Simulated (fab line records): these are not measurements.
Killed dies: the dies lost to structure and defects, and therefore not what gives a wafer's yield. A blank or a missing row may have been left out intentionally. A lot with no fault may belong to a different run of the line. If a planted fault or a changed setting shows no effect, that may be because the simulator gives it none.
Which tool was responsible? | flow gf180mcu | 13 lots, 39 wafers sampled, at 5 steps of a route of 602

WHAT EACH GAUGE READ, for each wafer
GF_MVPSD_OVL_MEAS_07.
lot  | measured     | on         | MVPSD_OVL (nm)
L504 | day 5 06:16  | overlay-02 | 0.0 0.3 -1.0
L505 | day 5 10:42  | overlay-02 | 0.3 1.5 0.5
L507 | day 6 00:48  | overlay-01 | 1.1 0.5 0.5
L512 | day 7 06:58  | overlay-01 | 1.2 1.1 1.1
L513 | day 7 12:59  | overlay-01 | -0.8 0.0 -1.0
L515 | day 7 22:27  | overlay-01 | 2.2 1.7 1.3
L517 | day 8 11:31  | overlay-02 | -0.2 -1.1 0.2
L518 | day 8 17:35  | overlay-02 | 1.7 1.3 1.4
L519 | day 9 02:22  | overlay-01 | 1.6 -0.2 0.4
L522 | day 9 18:28  | overlay-01 | 0.4 0.4 1.7
L523 | day 9 22:48  | overlay-02 | -2.1 -0.9 -1.0
L525 | day 10 11:40 | overlay-02 | 2.2 0.3 0.9
L526 | day 10 17:34 | overlay-01 | -1.1 -0.5 -0.8

GF_HV_LDD_TW_MEAS_23.
lot  | measured     | on            | HV_LDD_2_TW
L504 | day 11 00:53 | film-metro-01 | 1042 1044 1044
L505 | day 11 08:19 | film-metro-02 | 1056 1057 1058
L507 | day 12 01:52 | film-metro-01 | 1037 1040 1041
L512 | day 13 13:40 | film-metro-04 | 1054 1058 1053
L513 | day 13 23:15 | film-metro-04 | 1058 1056 1048
L515 | day 14 12:00 | film-metro-01 | 949 944 949 952 951 950
L517 | day 15 05:04 | film-metro-01 | 949 952 952 953 948 957
L518 | day 15 12:31 | film-metro-02 | 1061 1066 1062
L519 | day 15 21:25 | film-metro-04 | 1048 1050 1057
L522 | day 16 18:18 | film-metro-01 | 1038 1036 1041
L523 | day 17 01:07 | film-metro-02 | 1051 1053 1053
L525 | day 17 16:01 | film-metro-02 | 1054 1056 1054
L526 | day 18 01:21 | film-metro-04 | 1063 1061 1062

GF_HV_LDD_OVL_MEAS_47.
lot  | measured     | on         | HV_LDD_03_OVL (nm)
L504 | day 12 15:59 | overlay-02 | 0.8 0.1 -0.3
L505 | day 13 00:01 | overlay-01 | -1.8 -1.5 0.2
L507 | day 13 19:31 | overlay-02 | 0.6 -1.0 1.5
L512 | day 15 08:16 | overlay-02 | -3.6 -3.0 -2.8
L513 | day 15 17:49 | overlay-01 | 1.4 0.3 1.1
L515 | day 16 08:46 | overlay-01 | -1.7 -1.8 -0.3
L517 | day 17 02:01 | overlay-02 | -2.3 0.8 -0.1
L518 | day 17 09:28 | overlay-02 | 0.1 0.4 1.9
L519 | day 17 19:40 | overlay-02 | -0.1 0.0 -0.6
L522 | day 18 17:34 | overlay-02 | 1.5 1.2 1.2
L523 | day 19 00:19 | overlay-02 | -0.7 -1.6 -0.1
L525 | day 19 17:20 | overlay-02 | -2.7 -2.4 -1.1
L526 | day 20 02:43 | overlay-01 | -0.1 -1.9 -0.7

WHICH TOOL RAN EACH LOT (tool, then ch and the chambers of the sampled wafers, then the start)
lot  | GF_HV_LDD_IMPLANT_21            | GF_HV_LDD_STRIP_37
L504 | implanter-03 ch 0, day 11 00:40 | plasma-asher-03 ch 0,1, day 11 20:35
L505 | implanter-04 ch 0, day 11 08:05 | plasma-asher-04 ch 0, day 12 04:01
L507 | implanter-04 ch 0, day 12 01:38 | plasma-asher-04 ch 0,1, day 12 22:44
L512 | implanter-03 ch 0, day 13 13:26 | plasma-asher-03 ch 0,1, day 14 11:08
L513 | implanter-04 ch 0, day 13 23:00 | plasma-asher-04 ch 0,1, day 14 20:10
L515 | implanter-03 ch 0, day 14 11:45 | plasma-asher-02 ch 0,1, day 15 10:30
L517 | implanter-03 ch 0, day 15 04:50 | plasma-asher-03 ch 0,1, day 16 03:18
L518 | implanter-04 ch 0, day 15 12:16 | plasma-asher-03 ch 0,1, day 16 10:24
L519 | implanter-04 ch 0, day 15 21:11 | plasma-asher-04 ch 0,1, day 16 20:53
L522 | implanter-04 ch 0, day 16 18:04 | plasma-asher-03 ch 1, day 17 18:14
L523 | implanter-02 ch 0, day 17 00:53 | plasma-asher-04 ch 0,1, day 18 00:21
L525 | implanter-04 ch 0, day 17 15:47 | plasma-asher-04 ch 0,1, day 18 16:23
L526 | implanter-04 ch 0, day 18 01:06 | plasma-asher-02 ch 0,1, day 19 01:54
- GF_HV_LDD_IMPLANT_21
- GF_HV_LDD_STRIP_37: strips in O2/N2.

WHAT THE TOOLS THEMSELVES READ (means of the sampled wafers that have a number; where no wafer has one, the mark that the record gives instead)
GF_HV_LDD_IMPLANT_21.
lot  | tool         | beam-energy-keV
L504 | implanter-03 | 25.001
L505 | implanter-04 | 25.003
L507 | implanter-04 | 24.998
L512 | implanter-03 | 25.005
L513 | implanter-04 | 24.997
L515 | implanter-03 | 17.891
L517 | implanter-03 | 17.890
L518 | implanter-04 | 24.989
L519 | implanter-04 | 25.003
L522 | implanter-04 | 25.005
L523 | implanter-02 | 25.004
L525 | implanter-04 | 25.003
L526 | implanter-04 | 24.997

GF_HV_LDD_STRIP_37.
lot  | tool            | drypump-motor-current-A (A) | heater-power-w (W) | oes-product-au (a.u.) | strip-time-to-endpoint-s (s)
L504 | plasma-asher-03 | 5.47                        | 307                | 0.716                 | 12.64
L505 | plasma-asher-04 | 5.86                        | 342                | 0.712                 | 12.66
L507 | plasma-asher-04 | 5.88                        | 364                | 0.716                 | 12.63
L512 | plasma-asher-03 | 5.72                        | 320                | 0.719                 | 12.56
L513 | plasma-asher-04 | 5.90                        | 361                | 0.720                 | 12.67
L515 | plasma-asher-02 | 5.98                        | 359                | 0.715                 | 12.68
L517 | plasma-asher-03 | 5.72                        | 318                | 0.712                 | 12.64
L518 | plasma-asher-03 | 5.72                        | 321                | 0.721                 | 12.64
L519 | plasma-asher-04 | 5.91                        | 363                | 0.715                 | 12.64
L522 | plasma-asher-03 | 5.24                        | 292                | 0.720                 | 12.68
L523 | plasma-asher-04 | 5.94                        | 382                | 0.717                 | 12.64
L525 | plasma-asher-04 | 5.93                        | 372                | 0.719                 | 12.62
L526 | plasma-asher-02 | 5.98                        | 346                | 0.720                 | 12.64

THE ANSWER, worked out from the rows above alone
Rule: usual is defined by the lots themselves. The widest of any qualifying gaps counts: lots, ordered by their means at a reading, are off when they make up no more than a third of the lots, leave a main group of 4 or more, and stand apart from it by 3 or more times the standard deviation of that group's means. Not used: any main group whose means are identical at the precision the tables above print for the reading. Also off: a lot with no number at a reading for which 4 or more lots have one. The other lots that the step has rows for count as sound. The gauges are gone through in route order, then the tools' own readings, and for those a lot's mean is taken as printed above. The first step at which some lot is off is used, and at that step the reading that is off furthest; a lot without a number counts as furthest.
Off: at GF_HV_LDD_TW_MEAS_23 (HV_LDD_2_TW), L515, L517. Mean 1052 and standard deviation 7.9 in the main group.
If a tool, at a process step before that reading, ran all the lots that are off and no sound lot after the first of them, it fits. The gauges at GF_HV_LDD_TW_MEAS_23 aren't tried: what is off there is off at GF_HV_LDD_IMPLANT_21 too, on other tools, and a gauge's error can't cause that. One candidate fits, namely implanter-03 at GF_HV_LDD_IMPLANT_21. A fault onset in the window from L512 (day 13 13:26, its last sound lot) to L515 (day 14 11:45, its first lot off) fits.
On the lots that are off, the tool's own readings at GF_HV_LDD_IMPLANT_21 differ by more than 5 times the standard deviation of the sound lots' means, which bears it out; beam-energy-keV reads 17.890 there versus 25.000 on the sound lots.

WHAT HAD BEEN PUT IN BY THE SIMULATOR
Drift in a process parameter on implanter-03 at GF_HV_LDD_IMPLANT_21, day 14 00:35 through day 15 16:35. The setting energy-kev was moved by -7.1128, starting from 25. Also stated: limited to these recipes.
Shown lots that were struck: L515, L517. The rule given above showed the same thing.
